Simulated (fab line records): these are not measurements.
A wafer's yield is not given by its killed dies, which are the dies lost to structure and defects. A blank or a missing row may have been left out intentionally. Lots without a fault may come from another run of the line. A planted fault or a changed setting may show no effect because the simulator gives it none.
fab line records	flow gf180mcu
[record] lots = 24	wafers = 72	lastDay = 34
route steps=602 shown M1@318 V3@447 M5@535 V5@545
lots that met no fault: taken from a fault-free run of the same line
startH: the number of hours between the record's first day and the start of the first shown wafer of the lot	waitH: hours from the lot's prior step to this one	" repeats the value in the row above	L1.1+2: a row that stands for several wafers	- either no value or no given start	* or withheld: withheld	< > ~ a bound
route shown NAME@n: names a module that has steps shown in the file, with the first one's number in the route	usual: average and standard deviation across the fault-free wafers	same: alike in all rows	chamber/n: place in a boat	sites: per-site readings	_std_site: the values' standard deviation	_edge_site: inner sites' mean taken away from outer sites' mean	radiusMm: how far each site lies from the wafer's centre	mask NAME#n: copy n	behind: tool/chamber where the wafer was last shaped	hold: cause of the lot's hold/its duration in hours/its outcome	device: the n, p or np transistor that did not switch	end of line: tests of these same wafers at the route's end	where a step has no rows: the recipe by itself	killed: not the wafer's yield, but the dies lost to structure and defects at the first sort	map: dies across one wafer; x = killed, . = not, _ = none there
set.NAME: the setting that was run; set.NAME@STEP: the one run at that earlier step	model.NAME: the simulator's own value behind a step, which no gauge read
the route's steps for a sample of lots (tables are steps, rows are wafers)
services: from which hour (startH, from the record's first day; less than 0 if before it) a tool's chamber was out of use, for how many hours, and why
[[steps]]
[step GF_M1_SPUTTER_03]
[recipe] material = Ti	targetThkNm = 10	substrateTempC = 300	chamberPressurePa = 0.3	powerW = 3000	timeS = 6.7
[usual] throttleValvePct = 30.2/0.97
lot.wafer	tool	chamber	startH	waitH	throttleValvePct
L074.1	pvdSputter-03	-	371.87	0.0	31.4
L074.2	"	-	"	"	30.9
L074.5	"	-	"	"	30.9
L075.2	pvdSputter-01	-	379.25	0.0	31.7
L075.3	"	-	"	"	29.4
L075.4	"	-	"	"	28.1
L076.1	pvdSputter-02	-	387.99	0.0	29.6
L076.3	"	-	"	"	30.5
L076.5	"	-	"	"	29.6
L077.1	pvdSputter-02	-	391.34	0.0	29.4
L077.2	"	-	"	"	30.6
L077.4	"	-	"	"	30.8
L078.3	pvdSputter-03	-	406.03	0.0	30.0
L078.5	"	-	"	"	29.6
L078.6	"	-	"	"	30.8
L079.2	pvdSputter-01	-	411.36	0.0	29.3
L079.4	"	-	"	"	31.4
L079.6	"	-	"	"	29.5
L080.3	pvdSputter-03	-	422.99	0.0	29.5
L080.5	"	-	"	"	31.6
L080.6	"	-	"	"	30.9
L081.2	pvdSputter-01	-	430.07	0.0	28.4
L081.3	"	-	"	"	31.4
L081.6	"	-	"	"	29.3
L082.1	pvdSputter-02	-	436.64	0.0	29.8
L082.2	"	-	"	"	29.7
L082.5	"	-	"	"	29.5
L083.4	pvdSputter-01	-	442.50	0.0	28.3
L083.5	"	-	"	"	31.6
L083.6	"	-	"	"	29.8
L084.1	pvdSputter-02	-	455.60	0.0	30.8
L084.3	"	-	"	"	29.6
L084.5	"	-	"	"	29.8
L085.1	pvdSputter-02	-	460.50	0.0	30.3
L085.3	"	-	"	"	29.8
L085.5	"	-	"	"	30.5
L086.1	pvdSputter-01	-	470.04	0.0	28.3
L086.3	"	-	"	"	31.3
L086.4	"	-	"	"	31.4
L087.2	pvdSputter-01	-	480.88	0.0	31.4
L087.4	"	-	"	"	31.6
L087.6	"	-	"	"	29.4
L088.1	pvdSputter-02	-	490.78	0.0	29.9
L088.4	"	-	"	"	30.3
L088.6	"	-	"	"	31.0
L089.2	pvdSputter-02	-	502.39	0.0	30.9
L089.3	"	-	"	"	30.4
L089.4	"	-	"	"	29.5
L090.1	pvdSputter-03	-	508.89	0.0	30.7
L090.4	"	-	"	"	29.7
L090.6	"	-	"	"	31.3
L091.3	pvdSputter-02	-	516.20	0.0	29.7
L091.5	"	-	"	"	30.7
L091.6	"	-	"	"	29.4
L092.1	pvdSputter-03	-	522.18	0.0	30.4
L092.3	"	-	"	"	31.5
L092.4	"	-	"	"	31.0
L093.2	pvdSputter-01	-	531.45	0.0	31.5
L093.3	"	-	"	"	28.4
L093.4	"	-	"	"	31.8
L094.1	pvdSputter-01	-	534.90	0.0	31.5
L094.2	"	-	"	"	31.4
L094.5	"	-	"	"	29.6
L095.2	pvdSputter-02	-	543.59	0.0	31.1
L095.3	"	-	"	"	29.7
L095.6	"	-	"	"	29.7
L096.1	pvdSputter-03	-	562.73	0.0	31.0
L096.4	"	-	"	"	30.1
L096.6	"	-	"	"	30.6
L097.2	pvdSputter-03	-	564.70	0.0	31.4
L097.5	"	-	"	"	31.8
L097.6	"	-	"	"	30.4
[step GF_V3_STRIP_18]
[recipe] chemistry = O2/N2	powerW = 1400	pressureMtorr = 1500	platenTempC = 250	o2FlowSccm = 3000	n2FlowSccm = 300	overashFraction = 0.5
[usual] drypumpMotorCurrentA = 5.8/0.36	heaterPowerW = 340/26	oesProductAu = 0.593/0.0051
lot.wafer	tool	chamber	startH	waitH	drypumpMotorCurrentA	heaterPowerW	oesProductAu	rfHoursCounterH
L074.1	plasmaAsher-03	1	522.33	-	5.6	330	0.588	41
L074.2	"	0	"	"	5.8	325	0.584	41
L074.5	"	0	"	"	5.7	318	0.584	-
L075.2	plasmaAsher-03	1	531.72	-	5.6	345	0.601	42
L075.3	"	0	"	"	5.8	320	0.587	-
L075.4	"	1	"	"	5.6	340	0.596	-
L076.1	plasmaAsher-01	0	539.69	-	6.5	363	0.597	11
L076.3	"	1	"	"	5.9	308	0.589	-
L076.5	"	0	"	"	6.5	363	0.594	-
L077.1	plasmaAsher-01	1	540.73	-	5.8	305	0.589	11
L077.2	"	0	"	"	6.5	354	0.594	11
L077.4	"	0	"	"	6.5	353	0.588	-
L078.3	plasmaAsher-01	0	557.05	-	6.5	360	0.582	-
L078.5	"	0	"	"	6.5	364	0.590	-
L078.6	"	1	"	"	5.9	317	0.596	-
L079.2	plasmaAsher-03	0	560.38	-	5.8	318	0.587	45
L079.4	"	0	"	"	5.8	327	0.594	-
L079.6	"	0	"	"	5.7	322	0.590	-
L080.3	plasmaAsher-02	1	571.95	-	5.4	388	0.594	-
L080.5	"	1	"	"	5.5	386	0.588	-
L080.6	"	0	"	"	5.7	320	0.587	-
L081.2	plasmaAsher-01	0	579.68	-	6.5	368	0.590	15
L081.3	"	1	"	"	5.8	312	0.597	-
L081.6	"	1	"	"	5.9	315	0.597	-
L082.1	plasmaAsher-03	0	584.47	-	5.8	326	0.591	47
L082.2	"	1	"	"	5.6	342	0.587	47
L082.5	"	0	"	"	5.8	324	0.586	-
L083.4	plasmaAsher-02	0	588.21	-	5.7	317	0.591	-
L083.5	"	0	"	"	5.7	320	0.587	-
L083.6	"	1	"	"	5.5	384	0.592	-
L084.1	plasmaAsher-02	0	600.89	-	5.7	329	0.595	86
L084.3	"	1	"	"	5.5	387	0.590	-
L084.5	"	1	"	"	5.5	394	0.594	-
L085.1	plasmaAsher-01	0	604.89	-	6.5	362	0.588	18
L085.3	"	0	"	"	6.5	361	0.599	-
L085.5	"	1	"	"	5.8	315	0.599	-
L086.1	plasmaAsher-03	1	614.27	-	5.6	345	0.596	51
L086.3	"	1	"	"	5.6	346	0.590	-
L086.4	"	0	"	"	5.8	326	0.593	-
L087.2	plasmaAsher-03	1	620.77	-	5.6	334	0.585	51
L087.4	"	0	"	"	5.8	324	0.592	-
L087.6	"	1	"	"	5.6	341	0.591	-
L088.1	plasmaAsher-02	1	630.73	-	5.5	382	0.591	87
L088.4	"	1	"	"	5.5	385	0.588	-
L088.6	"	0	"	"	5.7	320	0.593	-
L089.2	plasmaAsher-01	1	642.27	-	5.8	310	0.599	22
L089.3	"	0	"	"	6.5	368	0.591	-
L089.4	"	1	"	"	5.9	307	0.592	-
L090.1	plasmaAsher-01	1	647.58	-	5.9	313	0.595	23
L090.4	"	0	"	"	6.5	356	0.588	-
L090.6	"	0	"	"	6.5	359	0.586	-
L091.3	plasmaAsher-02	0	652.27	-	5.7	317	0.590	-
L091.5	"	0	"	"	5.7	322	0.585	-
L091.6	"	1	"	"	5.5	393	0.600	-
L092.1	plasmaAsher-02	0	658.39	-	5.7	333	0.596	91
L092.3	"	1	"	"	5.5	397	0.591	-
L092.4	"	0	"	"	5.7	318	0.601	-
L093.2	plasmaAsher-03	0	668.27	-	5.8	322	0.597	57
L093.3	"	0	"	"	5.8	326	0.601	-
L093.4	"	1	"	"	5.6	336	0.598	-
L094.1	plasmaAsher-03	0	670.34	-	5.8	326	0.592	57
L094.2	"	1	"	"	5.6	337	0.590	57
L094.5	"	0	"	"	5.8	327	0.590	-
L095.2	plasmaAsher-01	0	675.69	-	6.5	367	0.590	24
L095.3	"	0	"	"	6.5	372	0.595	-
L095.6	"	1	"	"	5.8	315	0.592	-
L096.1	plasmaAsher-02	1	693.97	-	5.5	384	0.596	95
L096.4	"	0	"	"	5.7	329	0.595	-
L096.6	"	0	"	"	5.7	318	0.588	-
L097.2	plasmaAsher-01	1	695.93	-	5.8	315	0.598	25
L097.5	"	1	"	"	5.8	312	0.594	-
L097.6	"	0	"	"	6.5	356	0.589	-
[step GF_M5_ETCH_09]
[recipe] chemistry = CF4/O2	target = Si3N4	targetDepthNm = 52	sourceW = 800	biasW = 150	pressureMtorr = 150	cf4FlowSccm = 80	O2_flow_sccm = 10	timeS = 11.6
[usual] drypumpMotorCurrentA = 5.35/0.26	oesProductAu = 0.998/0.01	throttleValvePct = 5.970/0.0093
lot.wafer	tool	chamber	startH	waitH	drypumpMotorCurrentA	oesProductAu	rfHoursCounterH	throttleValvePct
L074.1	rieDiel-03	3	614.86	0.0	5.21	1.008	18	5.980
L074.2	"	0	"	"	5.27	0.994	8	5.967
L074.5	"	2	"	"	5.79	0.999	-	5.952
L075.2	rieDiel-03	0	623.25	0.0	5.27	0.987	9	5.983
L075.3	"	2	"	"	5.80	0.993	2	5.958
L075.4	"	2	"	"	5.83	1.006	-	5.985
L077.1	rieDiel-01	1	631.30	0.0	5.66	1.010	13	5.971
L077.2	"	0	"	"	5.02	0.997	0	5.974
L077.4	"	2	"	"	6.02	0.996	36	5.963
L076.1	rieDiel-02	0	631.41	0.0	5.14	0.989	9	5.972
L076.3	"	1	"	"	5.63	1.000	5	5.963
L076.5	"	3	"	"	5.05	0.989	-	5.968
L078.3	rieDiel-02	2	646.45	0.0	5.28	0.986	54	5.973
L078.5	"	2	"	"	5.24	0.998	-	5.977
L078.6	"	3	"	"	5.10	0.987	-	5.976
L079.2	rieDiel-03	2	648.59	0.0	5.81	1.001	2	5.965
L079.4	"	1	"	"	5.35	1.007	1	5.961
L079.6	"	2	"	"	5.80	1.014	-	5.967
L080.3	rieDiel-02	1	659.85	0.0	5.60	1.004	5	5.971
L080.5	"	1	"	"	5.63	1.002	-	5.985
L080.6	"	2	"	"	5.25	0.986	-	5.974
L081.2	rieDiel-02	1	667.79	0.0	5.61	0.990	6	5.980
L081.3	"	0	"	"	5.14	0.987	11	5.965
L081.6	"	3	"	"	5.07	0.987	-	5.977
L082.1	rieDiel-03	2	671.06	0.0	5.83	1.007	3	5.956
L082.2	"	0	"	"	5.27	1.003	10	5.966
L082.5	"	3	"	"	5.20	1.006	-	5.953
L083.4	rieDiel-03	3	673.61	0.0	5.20	1.007	20	5.983
L083.5	"	0	"	"	5.28	0.993	-	5.959
L083.6	"	1	"	"	5.34	1.003	-	5.968
L084.1	rieDiel-02	2	686.34	0.0	5.27	1.003	55	5.976
L084.3	"	3	"	"	5.07	0.994	8	5.977
L084.5	"	0	"	"	5.15	0.970	-	5.957
L085.1	rieDiel-02	1	690.06	0.0	5.64	0.989	7	5.968
L085.3	"	0	"	"	5.14	0.988	12	5.965
L085.5	"	1	"	"	5.65	0.997	-	5.960
L086.1	rieDiel-03	1	697.50	0.0	5.36	1.000	3	5.967
L086.3	"	2	"	"	5.80	1.015	4	5.965
L086.4	"	0	"	"	5.27	0.994	12	5.954
L087.2	rieDiel-02	2	702.59	0.0	5.27	0.980	56	5.979
L087.4	"	3	"	"	5.07	0.998	9	5.958
L087.6	"	0	"	"	5.14	0.979	-	5.981
L088.1	rieDiel-03	3	713.91	0.0	5.19	1.011	22	5.973
L088.4	"	0	"	"	5.27	1.000	12	5.964
L088.6	"	3	"	"	5.18	1.012	-	5.982
L089.2	rieDiel-02	3	722.14	0.0	5.09	0.981	10	5.981
L089.3	"	1	"	"	5.62	0.991	9	5.985
L089.4	"	3	"	"	5.08	0.986	-	5.958
L090.1	rieDiel-03	3	730.84	0.0	5.22	1.001	23	5.974
L090.4	"	0	"	"	5.27	0.999	13	5.974
L090.6	"	2	"	"	5.80	1.003	-	5.983
L091.3	rieDiel-02	0	732.49	0.0	5.13	0.992	14	5.961
L091.5	"	1	"	"	5.63	1.002	-	5.960
L091.6	"	0	"	"	5.13	0.992	-	5.972
L092.1	rieDiel-03	1	736.54	0.0	5.34	1.017	4	5.969
L092.3	"	2	"	"	5.83	1.013	6	5.983
L092.4	"	3	"	"	5.20	1.014	23	5.974
L093.2	rieDiel-02	2	746.69	0.0	5.27	0.999	0	5.990
L093.3	"	0	"	"	5.15	0.991	15	5.968
L093.4	"	1	"	"	5.62	0.998	10	5.972
L094.1	rieDiel-03	2	748.01	0.0	5.80	1.009	6	5.972
L094.2	"	3	"	"	5.21	1.009	23	5.978
L094.5	"	2	"	"	5.82	1.012	-	5.971
L095.2	rieDiel-02	3	753.66	0.0	5.12	0.979	12	5.982
L095.3	"	1	"	"	5.62	1.006	10	5.974
L095.6	"	0	"	"	5.13	0.991	-	5.978
L096.1	rieDiel-01	3	769.39	0.0	5.36	0.987	27	5.957
L096.4	"	2	"	"	6.01	1.001	41	5.970
L096.6	"	0	"	"	5.05	0.996	-	5.984
L097.2	rieDiel-02	1	770.34	0.0	5.61	1.002	11	5.974
L097.5	"	3	"	"	5.08	0.990	-	5.966
L097.6	"	1	"	"	5.60	0.994	-	5.956
[step GF_V5_BOW_MEAS_05]
[recipe] mode = bow
[usual] V5_BOW = 133/8.5
lot.wafer	tool	chamber	startH	waitH	V5_BOW[um]
L074.1	filmMetro-03	-	616.26	0.2	148
L074.2	"	-	"	"	144
L074.5	"	-	"	"	149
L075.2	filmMetro-01	-	624.54	0.2	123
L075.3	"	-	"	"	132
L075.4	"	-	"	"	125
L077.1	filmMetro-01	-	632.61	0.2	139
L077.2	"	-	"	"	141
L077.4	"	-	"	"	144
L076.1	filmMetro-02	-	632.72	0.1	132
L076.3	"	-	"	"	133
L076.5	"	-	"	"	135
L078.3	filmMetro-01	-	647.78	0.1	132
L078.5	"	-	"	"	139
L078.6	"	-	"	"	121
L079.2	filmMetro-02	-	649.87	0.3	145
L079.4	"	-	"	"	147
L079.6	"	-	"	"	146
L080.3	filmMetro-02	-	661.28	0.2	134
L080.5	"	-	"	"	129
L080.6	"	-	"	"	142
L081.2	filmMetro-03	-	673.63	0.1	134
L081.3	"	-	"	"	127
L081.6	"	-	"	"	133
L082.1	filmMetro-03	-	674.21	0.1	127
L082.2	"	-	"	"	138
L082.5	"	-	"	"	129
L083.4	filmMetro-02	-	675.23	0.2	123
L083.5	"	-	"	"	131
L083.6	"	-	"	"	131
L084.1	filmMetro-03	-	688.00	0.2	146
L084.3	"	-	"	"	144
L084.5	"	-	"	"	143
L085.1	filmMetro-01	-	691.50	0.2	133
L085.3	"	-	"	"	128
L085.5	"	-	"	"	126
L086.1	filmMetro-03	-	698.93	0.1	132
L086.3	"	-	"	"	141
L086.4	"	-	"	"	126
L087.2	filmMetro-03	-	703.90	0.2	129
L087.4	"	-	"	"	134
L087.6	"	-	"	"	132
L088.1	filmMetro-02	-	715.16	0.1	125
L088.4	"	-	"	"	135
L088.6	"	-	"	"	128
L089.2	filmMetro-01	-	723.42	0.3	148
L089.3	"	-	"	"	141
L089.4	"	-	"	"	131
L090.1	filmMetro-01	-	732.57	0.1	139
L090.4	"	-	"	"	133
L090.6	"	-	"	"	124
L091.3	filmMetro-01	-	733.90	0.2	123
L091.5	"	-	"	"	107
L091.6	"	-	"	"	128
L092.1	filmMetro-02	-	737.92	0.1	135
L092.3	"	-	"	"	141
L092.4	"	-	"	"	126
L093.2	filmMetro-03	-	748.28	0.1	123
L093.3	"	-	"	"	129
L093.4	"	-	"	"	128
L094.1	filmMetro-03	-	749.39	0.2	129
L094.2	"	-	"	"	120
L094.5	"	-	"	"	129
L095.2	filmMetro-03	-	754.93	0.3	136
L095.3	"	-	"	"	133
L095.6	"	-	"	"	132
L096.1	filmMetro-02	-	770.68	0.1	136
L096.4	"	-	"	"	129
L096.6	"	-	"	"	128
L097.2	filmMetro-01	-	771.67	0.1	127
L097.5	"	-	"	"	127
L097.6	"	-	"	"	125
[step GF_V5_SPUTTER_21]
[recipe] material = Ti	targetThkNm = 15	chamberPressurePa = 5	powerW = 2500	substrateTempC = 200	timeS = 80.02
[usual] throttleValvePct = 30.3/0.68
lot.wafer	tool	chamber	startH	waitH	throttleValvePct
L074.1	pvdSputter-02	-	637.21	0.0	29.6
L074.2	"	-	"	"	30.4
L074.5	"	-	"	"	30.7
L075.2	pvdSputter-04	-	645.40	0.0	30.8
L075.3	"	-	"	"	30.9
L075.4	"	-	"	"	29.1
L077.1	pvdSputter-03	-	653.42	0.0	31.3
L077.2	"	-	"	"	30.9
L077.4	"	-	"	"	30.2
L076.1	pvdSputter-02	-	653.74	0.0	30.5
L076.3	"	-	"	"	29.2
L076.5	"	-	"	"	29.7
L078.3	pvdSputter-02	-	668.47	0.0	30.8
L078.5	"	-	"	"	29.6
L078.6	"	-	"	"	29.4
L079.2	pvdSputter-02	-	670.77	0.0	30.6
L079.4	"	-	"	"	30.9
L079.6	"	-	"	"	30.8
L080.3	pvdSputter-03	-	680.86	0.0	29.6
L080.5	"	-	"	"	29.7
L080.6	"	-	"	"	30.9
L081.2	pvdSputter-03	-	693.10	0.0	30.9
L081.3	"	-	"	"	30.4
L081.6	"	-	"	"	30.9
L082.1	pvdSputter-02	-	693.90	0.0	29.7
L082.2	"	-	"	"	30.3
L082.5	"	-	"	"	29.5
L083.4	pvdSputter-04	-	695.19	0.0	30.1
L083.5	"	-	"	"	28.8
L083.6	"	-	"	"	30.9
L084.1	pvdSputter-04	-	707.32	0.0	31.0
L084.3	"	-	"	"	30.0
L084.5	"	-	"	"	30.3
L085.1	pvdSputter-04	-	710.62	0.0	31.1
L085.3	"	-	"	"	30.0
L085.5	"	-	"	"	30.4
L086.1	pvdSputter-02	-	718.72	0.0	29.2
L086.3	"	-	"	"	30.6
L086.4	"	-	"	"	29.6
L087.2	pvdSputter-02	-	722.60	0.0	30.7
L087.4	"	-	"	"	29.7
L087.6	"	-	"	"	30.8
L088.1	pvdSputter-02	-	734.13	0.0	29.1
L088.4	"	-	"	"	30.6
L088.6	"	-	"	"	30.8
L089.2	pvdSputter-02	-	741.92	0.0	30.7
L089.3	"	-	"	"	29.7
L089.4	"	-	"	"	29.6
L090.1	pvdSputter-02	-	750.32	0.0	29.6
L090.4	"	-	"	"	29.5
L090.6	"	-	"	"	30.6
L091.3	pvdSputter-04	-	751.77	0.0	30.7
L091.5	"	-	"	"	30.4
L091.6	"	-	"	"	31.1
L092.1	pvdSputter-04	-	755.68	0.0	30.3
L092.3	"	-	"	"	29.4
L092.4	"	-	"	"	30.8
L093.2	pvdSputter-02	-	765.57	0.0	30.7
L093.3	"	-	"	"	30.8
L093.4	"	-	"	"	30.0
L094.1	pvdSputter-03	-	766.87	0.0	29.7
L094.2	"	-	"	"	30.5
L094.5	"	-	"	"	31.1
L095.2	pvdSputter-02	-	772.05	0.0	30.8
L095.3	"	-	"	"	29.6
L095.6	"	-	"	"	29.4
L096.1	pvdSputter-03	-	786.87	0.0	31.7
L096.4	"	-	"	"	29.6
L096.6	"	-	"	"	30.7
L097.2	pvdSputter-04	-	788.42	0.0	30.8
L097.5	"	-	"	"	30.3
L097.6	"	-	"	"	31.1
[step GF_V5_CMP_26]
[recipe] stopOn = SiO2	downForcePsi = 3.5	platenRpm = 60	tOverpolishS = 15	targetThkNm = 0	padVelocityMS = 0.94248
[usual] motorCurrentA = 10.5/1	overpolishRunS = 15.000/0.009	timeToEndpointS = 84/3.8
lot.wafer	tool	chamber	startH	waitH	motorCurrentA	overpolishRunS	timeToEndpointS
L074.2	cmp-01	1	637.71	0.1	10.7	15.004	83
L074.1	"	2	"	"	10.2	14.987	89
L074.5	"	0	"	"	10.2	15.000	88
L075.3	cmp-02	3	645.84	0.1	11.0	14.986	82
L075.4	"	0	"	"	10.3	14.992	82
L075.2	"	1	"	"	11.1	15.013	82
L077.1	cmp-01	3	653.86	0.1	9.4	15.000	82
L077.4	"	0	"	"	10.0	14.996	84
L077.2	"	1	"	"	10.8	14.987	86
L076.3	cmp-02	3	654.14	0.0	10.9	15.005	77
L076.1	"	2	"	"	13.4	15.007	80
L076.5	"	3	"	"	11.4	15.004	76
L078.3	cmp-02	2	668.97	0.0	12.6	14.990	81
L078.5	"	2	"	"	12.6	15.000	82
L078.6	"	3	"	"	10.6	15.011	80
L079.4	cmp-01	2	671.22	0.1	10.0	14.993	86
L079.2	"	0	"	"	10.7	14.985	86
L079.6	"	1	"	"	10.9	15.006	86
L080.3	cmp-01	2	681.42	0.2	9.8	15.005	89
L080.6	"	3	"	"	8.8	15.019	79
L080.5	"	0	"	"	10.3	15.019	86
L081.3	cmp-01	0	693.49	0.0	10.6	15.006	85
L081.2	"	2	"	"	9.7	15.005	86
L081.6	"	1	"	"	10.5	15.003	84
L082.2	cmp-02	1	694.29	0.0	10.9	14.987	83
L082.1	"	3	"	"	11.5	14.991	82
L082.5	"	1	"	"	11.1	15.007	84
L083.4	cmp-01	1	695.58	0.0	10.6	15.000	79
L083.6	"	1	"	"	10.5	15.004	77
L083.5	"	2	"	"	10.1	15.000	82
L084.3	cmp-02	0	707.71	0.0	10.4	15.001	89
L084.1	"	1	"	"	11.0	14.988	85
L084.5	"	1	"	"	10.9	14.997	87
L085.1	cmp-02	1	711.16	0.2	10.7	14.996	88
L085.3	"	2	"	"	13.2	14.990	86
L085.5	"	3	"	"	11.8	14.981	86
L086.1	cmp-02	2	719.11	0.1	12.2	14.995	86
L086.4	"	3	"	"	11.2	15.001	82
L086.3	"	1	"	"	10.8	15.008	85
L087.2	cmp-01	3	723.00	0.0	9.1	14.998	83
L087.4	"	2	"	"	10.1	14.979	90
L087.6	"	3	"	"	8.7	15.003	79
L088.4	cmp-01	2	734.61	0.1	10.1	15.001	89
L088.1	"	3	"	"	9.0	14.999	80
L088.6	"	2	"	"	10.0	15.016	88
L089.3	cmp-01	1	742.36	0.1	10.5	15.001	86
L089.4	"	2	"	"	10.0	15.005	91
L089.2	"	3	"	"	9.3	14.999	80
L090.1	cmp-01	3	750.72	0.1	9.1	15.004	79
L090.4	"	1	"	"	10.6	15.005	83
L090.6	"	0	"	"	10.2	14.996	84
L091.3	cmp-01	2	752.26	0.1	9.7	15.004	88
L091.6	"	0	"	"	10.0	15.015	84
L091.5	"	1	"	"	10.7	14.992	85
L092.4	cmp-01	2	756.07	0.0	10.7	14.983	88
L092.1	"	3	"	"	9.0	14.998	78
L092.3	"	0	"	"	10.1	15.008	89
L093.4	cmp-01	3	765.96	0.0	9.2	15.003	84
L093.3	"	0	"	"	10.6	15.004	84
L093.2	"	1	"	"	11.1	14.997	85
L094.1	cmp-01	0	767.37	0.1	10.5	14.991	85
L094.2	"	1	"	"	11.1	14.998	85
L094.5	"	3	"	"	9.2	15.003	82
L095.3	cmp-01	3	772.45	0.0	9.3	15.000	77
L095.2	"	1	"	"	10.3	15.002	84
L095.6	"	3	"	"	9.2	14.982	79
L096.4	cmp-01	3	787.36	0.1	9.6	15.009	84
L096.1	"	0	"	"	10.7	14.998	90
L096.6	"	1	"	"	10.9	14.992	87
L097.2	cmp-02	0	788.98	0.2	10.9	15.010	82
L097.6	"	1	"	"	10.3	15.010	83
L097.5	"	2	"	"	13.3	15.000	83
[[services]]
tool	chamber	startH	hours	kind
rieDiel-02	-	353.18	14.6	pm
pvdSputter-02	-	356.47	1.5	repair
cmp-01	-	373.65	2.5	repair
cmp-01	-	391.69	1.0	repair
pvdSputter-03	-	394.08	0.8	repair
pvdSputter-03	-	408.94	3.6	repair
pvdSputter-02	-	418.40	2.2	repair
rieDiel-02	1	430.80	2.8	repair
cmp-01	-	460.01	7.6	pm
cmp-01	-	472.18	5.2	repair
cmp-01	-	504.32	4.2	repair
pvdSputter-02	-	520.89	0.6	repair
pvdSputter-03	-	539.47	9.2	repair
rieDiel-02	-	546.81	2.8	pm
rieDiel-02	-	557.08	4.2	repair
cmp-01	-	572.11	4.0	pm
pvdSputter-02	-	577.15	8.9	repair
cmp-01	-	590.80	0.4	repair
rieDiel-02	1	593.78	15.1	repair
cmp-01	-	606.97	16.2	pm
cmp-01	-	709.52	3.2	repair
cmp-01	-	719.20	0.8	repair
pvdSputter-02	-	736.99	4.6	repair
cmp-01	-	762.70	1.1	repair
[[key]]
fault none
